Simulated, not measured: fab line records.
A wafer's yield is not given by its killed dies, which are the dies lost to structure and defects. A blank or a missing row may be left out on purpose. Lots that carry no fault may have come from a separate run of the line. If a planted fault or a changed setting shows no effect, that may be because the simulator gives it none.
Commonality check across tools	flow gf180mcu	12 lots and 36 wafers in the sample

== WHY IT WAS OPENED ==
2 of 12 lots carry a flag on the reading POLY_GATE_CVD_00_THK at GF_POLY_GATE_THK_MEAS_01. Wafers without a fault read 200.5 nm, standard deviation 1.5.
Rule: a lot is flagged when every wafer of it that has a number lies more than 4 standard deviations from that mean, or none has a number. All remaining lots are regarded as sound.

lot	measured	on	POLY_GATE_CVD_00_THK (nm), wafer by wafer	flag
L886	day 8 12:09	filmMetro-03	199.3 202.4 200.0	
L887	day 8 17:40	filmMetro-02	198.1 197.5 198.2	
L888	day 9 00:43	filmMetro-03	200.3 199.2 199.1	
L895	day 11 01:51	filmMetro-01	141.2 141.8 140.6	FLAGGED
L894	day 11 01:52	filmMetro-02	142.5 144.1 144.1	FLAGGED
L900	day 12 14:28	filmMetro-01	204.2 203.5 203.1	
L901	day 13 00:55	filmMetro-01	200.4 202.1 201.2	
L902	day 13 05:40	filmMetro-01	201.9 200.4 202.8	
L903	day 13 09:19	filmMetro-01	200.5 199.8 200.0	
L904	day 13 15:08	filmMetro-01	199.8 201.9 200.6	
L908	day 14 20:04	filmMetro-02	201.8 202.1 200.5	
L909	day 15 04:14	filmMetro-02	203.2 202.6 202.2	
Average over the flagged lots: 142.4 nm; offset from the usual -58.1 nm, equal to -39 standard deviations.

== WHICH TOOL EACH LOT WENT THROUGH ==
Before the reading, the record contains 2 process steps out of a 602-step route. Every cell lists first the tool, next ch and the chambers used by the sampled wafers, and last the start.
lot	flag	GF_VT_IMPLANT_STRIP_31	GF_POLY_GATE_CVD_00
L886		plasmaAsher-01 ch 0,1, day 6 20:40	lpcvd-02 ch 1, day 8 10:49
L887		plasmaAsher-03 ch 0,1, day 7 00:37	lpcvd-01 ch 0, day 8 16:20
L888		plasmaAsher-04 ch 0,1, day 7 09:37	lpcvd-01 ch 1, day 8 23:22
L895	FLAGGED	plasmaAsher-04 ch 0,1, day 9 08:08	lpcvd-01 ch 1, day 11 00:31
L894	FLAGGED	plasmaAsher-01 ch 0,1, day 9 07:17	lpcvd-01 ch 1, day 11 00:31
L900		plasmaAsher-03 ch 0,1, day 10 17:55	lpcvd-02 ch 0, day 12 13:07
L901		plasmaAsher-03 ch 0,1, day 11 02:02	lpcvd-02 ch 0, day 12 23:34
L902		plasmaAsher-04 ch 0,1, day 11 06:17	lpcvd-02 ch 1, day 13 04:19
L903		plasmaAsher-01 ch 0,1, day 11 12:39	lpcvd-02 ch 1, day 13 07:58
L904		plasmaAsher-03 ch 0,1, day 11 18:18	lpcvd-02 ch 0, day 13 13:48
L908		plasmaAsher-04 ch 0,1, day 12 19:56	lpcvd-01 ch 0, day 14 18:43
L909		plasmaAsher-03 ch 0,1, day 13 04:17	lpcvd-02 ch 1, day 15 02:53
What the steps here do:
- GF_VT_IMPLANT_STRIP_31: strips in O2/N2.
- GF_POLY_GATE_CVD_00: deposits poly-Si, target thk 200 nm, time 1200 s.
- GF_POLY_GATE_THK_MEAS_01

== FLAGGED AGAINST TOTAL, ONE TOOL AT A TIME (gauges that did the reading follow at the end) ==
step	tool	lots run	flagged	share of the flagged lots	sound lots run after its first flagged lot
GF_VT_IMPLANT_STRIP_31	plasmaAsher-01	3	1	some	1 (L903)
GF_VT_IMPLANT_STRIP_31	plasmaAsher-03	5	0	none	-
GF_VT_IMPLANT_STRIP_31	plasmaAsher-04	4	1	some	2 (L902,L908)
GF_POLY_GATE_CVD_00	lpcvd-01	5	2	all	1 (L908)
GF_POLY_GATE_CVD_00	lpcvd-02	7	0	none	-
GF_POLY_GATE_THK_MEAS_01	filmMetro-01	6	1	some	5 (L900,L901,L902,L903,L904)
GF_POLY_GATE_THK_MEAS_01	filmMetro-02	4	1	some	2 (L908,L909)
GF_POLY_GATE_THK_MEAS_01	filmMetro-03	2	0	none	-

== THE TABLE: WHAT IT ALLOWS ==
In the table, 1 row covers all flagged lots: lpcvd-01 at GF_POLY_GATE_CVD_00.
- lpcvd-01 at GF_POLY_GATE_CVD_00: 2 of its 5 lots flagged. Sound lots followed the first flagged one (L908) on it, something a lasting fault affecting the whole tool could not allow. Its own readings lie more than 4 standard deviations out on every wafer of the flagged lots: pressureMtorr.
Not one row of the table ran every flagged lot while running no sound lot after the first.

== WHAT THE SIMULATOR HAD INSERTED ==
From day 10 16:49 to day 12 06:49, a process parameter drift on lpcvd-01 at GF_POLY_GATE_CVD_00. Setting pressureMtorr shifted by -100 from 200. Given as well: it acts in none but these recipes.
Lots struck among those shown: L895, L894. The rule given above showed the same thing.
